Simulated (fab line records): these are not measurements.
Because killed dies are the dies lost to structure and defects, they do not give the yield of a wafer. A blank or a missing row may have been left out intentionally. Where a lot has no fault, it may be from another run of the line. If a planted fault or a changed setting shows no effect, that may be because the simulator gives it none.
fab line records ; flow gf180mcu
record: lots: 5; wafers: 27
route steps=602 shown TOP_METAL@571
startH: start of the lot's first displayed wafer, in hours after the record's first day ; waitH: hours elapsed since this lot's preceding step ; " unchanged from the row above ; L1.1+2: a row that stands for several wafers ; - no value, or no start given ; * or withheld: withheld ; < > ~ a bound
route shown NAME@n: names a module that has steps shown in the file, with the first one's number in the route ; usual: the fault-free wafers' mean and standard deviation ; same: alike in all rows ; chamber/n: place in a boat ; sites: readings site by site ; _std_site: their standard deviation ; _edge_site: outer sites' mean less inner sites' ; radiusMm: for every site, how far away it sits from the centre of the wafer ; mask NAME#n: copy n ; behind: the tool/chamber that last shaped the wafer ; hold: why the lot was held/for how many hours/how that ended ; device: transistor that didn't switch, given as n, p or np ; end of line: the route-end tests of the same wafers ; a step given without rows: its recipe and nothing more ; killed: dies lost to structure and defects at the first sort, not the wafer's yield ; map: shows each die of a wafer: x if killed, . if not, _ if none is there
set.NAME: setting as actually run; set.NAME@STEP: the setting as run at that earlier step ; model.NAME: the simulator's own value behind a step, which no gauge read
lots whose settings were changed on purpose; a table a step, a row a wafer
== steps ==
step: GF_TOP_METAL_SPUTTER_04
recipe: material: TiN; targetThkNm: 25; powerW: 6500; timeS: 20.8; chamberPressurePa: 0.4
lot.wafer;tool;chamber;startH;waitH;set.timeS;model.TiN_of_TOP_METAL_SPUTTER_04.thkNm
L075.1+2;pvdSputter-02;-;631.05;0.0;20.8;24.97
L075.3;pvdSputter-02;-;631.05;0.0;20.8;25
L075.4;pvdSputter-02;-;631.05;0.0;25.87;30.79
L075.5;pvdSputter-02;-;631.05;0.0;25.87;31.16
L075.6;pvdSputter-02;-;631.05;0.0;25.87;30.95
L076.1;pvdSputter-04;-;643.10;0.0;30.83;36.9
L076.2;pvdSputter-04;-;643.10;0.0;30.83;37.17
L076.3;pvdSputter-04;-;643.10;0.0;20.8;25.01
L076.4+6;pvdSputter-04;-;643.10;0.0;20.8;25.05
L076.5;pvdSputter-04;-;643.10;0.0;30.83;37.09
L079.1;pvdSputter-04;-;660.30;0.0;26.67;32.06
L079.2;pvdSputter-04;-;660.30;0.0;20.8;25.18
L079.3;pvdSputter-04;-;660.30;0.0;26.67;31.81
L079.4;pvdSputter-04;-;660.30;0.0;26.67;32.14
L079.5;pvdSputter-04;-;660.30;0.0;20.8;24.88
L079.6;pvdSputter-04;-;660.30;0.0;20.8;25.14
L080.2;pvdSputter-04;-;673.69;0.0;20.8;25.78
L080.4;pvdSputter-04;-;673.69;0.0;20.8;25.28
L080.5;pvdSputter-04;-;673.69;0.0;20.8;25.66
L082.1;pvdSputter-02;-;684.10;0.0;20.8;25
L082.2;pvdSputter-02;-;684.10;0.0;20.8;24.86
L082.3;pvdSputter-02;-;684.10;0.0;20.8;25.16
L082.4;pvdSputter-02;-;684.10;0.0;28.28;34.11
L082.5;pvdSputter-02;-;684.10;0.0;28.28;33.75
L082.6;pvdSputter-02;-;684.10;0.0;28.28;33.84
step: GF_TOP_METAL_THK_MEAS_06
recipe: thkMeasGauge: xrf; reads: AlCu_of_TOP_METAL_SPUTTER_02
usual: TOP_METAL_ALCU_THK: 880/8.3
lot.wafer;tool;chamber;startH;waitH;set.timeS@TOP_METAL_SPUTTER_04;TOP_METAL_ALCU_THK[nm]
L075.1;filmMetro-01;-;631.20;0.1;20.8;887
L075.2;filmMetro-01;-;631.20;0.1;20.8;888
L075.3;filmMetro-01;-;631.20;0.1;20.8;887
L075.4;filmMetro-01;-;631.20;0.1;25.87;881
L075.5;filmMetro-01;-;631.20;0.1;25.87;884
L075.6;filmMetro-01;-;631.20;0.1;25.87;879
L076.1;filmMetro-04;-;643.25;0.1;30.83;860
L076.2;filmMetro-04;-;643.25;0.1;30.83;848
L076.3;filmMetro-04;-;643.25;0.1;20.8;875
L076.4;filmMetro-04;-;643.25;0.1;20.8;881
L076.5;filmMetro-04;-;643.25;0.1;30.83;854
L076.6;filmMetro-04;-;643.25;0.1;20.8;881
L079.1;filmMetro-02;-;660.45;0.1;26.67;863
L079.2;filmMetro-02;-;660.45;0.1;20.8;880
L079.3;filmMetro-02;-;660.45;0.1;26.67;873
L079.4;filmMetro-02;-;660.45;0.1;26.67;865
L079.5;filmMetro-02;-;660.45;0.1;20.8;878
L079.6;filmMetro-02;-;660.45;0.1;20.8;881
L080.2;filmMetro-01;-;673.85;0.1;20.8;887
L080.4;filmMetro-01;-;673.85;0.1;20.8;885
L080.5;filmMetro-01;-;673.85;0.1;20.8;892
L082.1;filmMetro-02;-;684.25;0.1;20.8;860
L082.2;filmMetro-02;-;684.25;0.1;20.8;869
L082.3;filmMetro-02;-;684.25;0.1;20.8;859
L082.4;filmMetro-02;-;684.25;0.1;28.28;849
L082.5;filmMetro-02;-;684.25;0.1;28.28;847
L082.6;filmMetro-02;-;684.25;0.1;28.28;855
step: GF_TOP_METAL_METAL_ETCH_16
recipe: chemistry: Cl2/BCl3; maskMaterial: NOVOLAK; targetDepthNm: 1077.5; stopOn: SiO2; pressureMtorr: 8; icpW: 800; biasW: 140; Cl2_flow_sccm: 80; bcl3FlowSccm: 40; timeS: 179.6
usual: oesProductAu: 0.962/0.0055
lot.wafer;tool;chamber;startH;waitH;set.timeS;oesProductAu;model.NOVOLAK_of_TOP_METAL_COAT_09.thkNm
L075.1;rieMetal-03;0;650.66;0.0;179.6;0.969;1073
L075.2;rieMetal-03;1;650.66;0.0;179.6;0.965;1072
L075.3;rieMetal-03;1;650.66;0.0;179.6;0.961;1075
L075.4;rieMetal-03;0;650.66;0.0;179.6;0.975;-
L075.5;rieMetal-03;0;650.66;0.0;179.6;0.968;-
L075.6;rieMetal-03;1;650.66;0.0;179.6;0.979;-
L076.1;rieMetal-04;0;663.03;0.0;179.6;0.969;-
L076.2;rieMetal-04;0;663.03;0.0;179.6;0.970;-
L076.3;rieMetal-04;0;663.03;0.0;206.7;0.957;1015
L076.4;rieMetal-04;0;663.03;0.0;179.6;0.969;1080
L076.5;rieMetal-04;0;663.03;0.0;206.7;0.962;-
L076.6;rieMetal-04;0;663.03;0.0;206.7;0.952;1017
L079.1;rieMetal-04;0;680.06;0.0;179.6;0.962;-
L079.2;rieMetal-04;1;680.06;0.0;179.6;0.962;1079
L079.3;rieMetal-04;1;680.06;0.0;217.2;0.957;-
L079.4;rieMetal-04;0;680.06;0.0;179.6;0.964;-
L079.5;rieMetal-04;1;680.06;0.0;217.2;0.953;990.6
L079.6;rieMetal-04;0;680.06;0.0;217.2;0.949;1007
L080.2;rieMetal-01;0;691.78;0.0;179.6;0.967;1089
L080.4;rieMetal-01;0;691.78;0.0;179.6;0.957;1093
L080.5;rieMetal-01;1;691.78;0.0;179.6;0.964;1085
L082.1;rieMetal-04;1;702.61;0.0;179.6;0.960;1077
L082.2;rieMetal-04;0;702.61;0.0;128.7;0.993;1209
L082.3;rieMetal-04;1;702.61;0.0;179.6;0.961;1077
L082.4;rieMetal-04;0;702.61;0.0;128.7;1.001;-
L082.5;rieMetal-04;1;702.61;0.0;128.7;1.004;-
L082.6;rieMetal-04;0;702.61;0.0;179.6;0.960;-
step: GF_TOP_METAL_STRIP_17
recipe: chemistry: O2/N2; powerW: 1400; pressureMtorr: 1500; platenTempC: 250; o2FlowSccm: 3000; n2FlowSccm: 300; overashFraction: 0.5
usual: stripTimeToEndpointS: 13.61/0.07
lot.wafer;tool;chamber;startH;waitH;set.timeS@TOP_METAL_METAL_ETCH_16;stripTimeToEndpointS
L075.1;plasmaAsher-02;1;650.84;0.1;179.6;13.48
L075.2;plasmaAsher-02;0;650.84;0.1;179.6;13.50
L075.3;plasmaAsher-02;0;650.84;0.1;179.6;13.52
L075.4;plasmaAsher-02;1;650.84;0.1;179.6;13.53
L075.5;plasmaAsher-02;0;650.84;0.1;179.6;13.57
L075.6;plasmaAsher-02;1;650.84;0.1;179.6;13.51
L076.1;plasmaAsher-02;1;663.38;0.3;179.6;13.56
L076.2;plasmaAsher-02;0;663.38;0.3;179.6;13.54
L076.3;plasmaAsher-02;0;663.38;0.3;206.7;12.84
L076.4;plasmaAsher-02;1;663.38;0.3;179.6;13.56
L076.5;plasmaAsher-02;0;663.38;0.3;206.7;12.84
L076.6;plasmaAsher-02;1;663.38;0.3;206.7;12.86
L079.1;plasmaAsher-01;0;680.24;0.1;179.6;13.73
L079.2;plasmaAsher-01;1;680.24;0.1;179.6;13.57
L079.3;plasmaAsher-01;1;680.24;0.1;217.2;12.64
L079.4;plasmaAsher-01;0;680.24;0.1;179.6;13.73
L079.5;plasmaAsher-01;0;680.24;0.1;217.2;12.63
L079.6;plasmaAsher-01;1;680.24;0.1;217.2;12.81
L080.2;plasmaAsher-03;1;691.95;0.1;179.6;13.68
L080.4;plasmaAsher-03;1;691.95;0.1;179.6;13.72
L080.5;plasmaAsher-03;1;691.95;0.1;179.6;13.64
L082.1;plasmaAsher-02;0;702.79;0.1;179.6;13.54
L082.2;plasmaAsher-02;1;702.79;0.1;128.7;15.06
L082.3;plasmaAsher-02;0;702.79;0.1;179.6;13.54
L082.4;plasmaAsher-02;1;702.79;0.1;128.7;15.04
L082.5;plasmaAsher-02;1;702.79;0.1;128.7;15.00
L082.6;plasmaAsher-02;0;702.79;0.1;179.6;13.73
== key ==
split: step: GF_TOP_METAL_SPUTTER_04; setting: timeS; stated: 20.8; by: wafer
response: step: GF_TOP_METAL_SPUTTER_04; reading: model.TiN_of_TOP_METAL_SPUTTER_04.thkNm; change: +0.248; per: 1%; r: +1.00
response: step: GF_TOP_METAL_THK_MEAS_06; reading: TOP_METAL_ALCU_THK; change: -0.435; per: 1%; r: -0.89
split: step: GF_TOP_METAL_METAL_ETCH_16; setting: timeS; stated: 179.6; by: wafer
response: step: GF_TOP_METAL_METAL_ETCH_16; reading: oesProductAu; change: -0.00102; per: 1%; r: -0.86
response: step: GF_TOP_METAL_METAL_ETCH_16; reading: model.NOVOLAK_of_TOP_METAL_COAT_09.thkNm; change: -4.35; per: 1%; r: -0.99
response: step: GF_TOP_METAL_STRIP_17; reading: stripTimeToEndpointS; change: *; per: 1%; r: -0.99
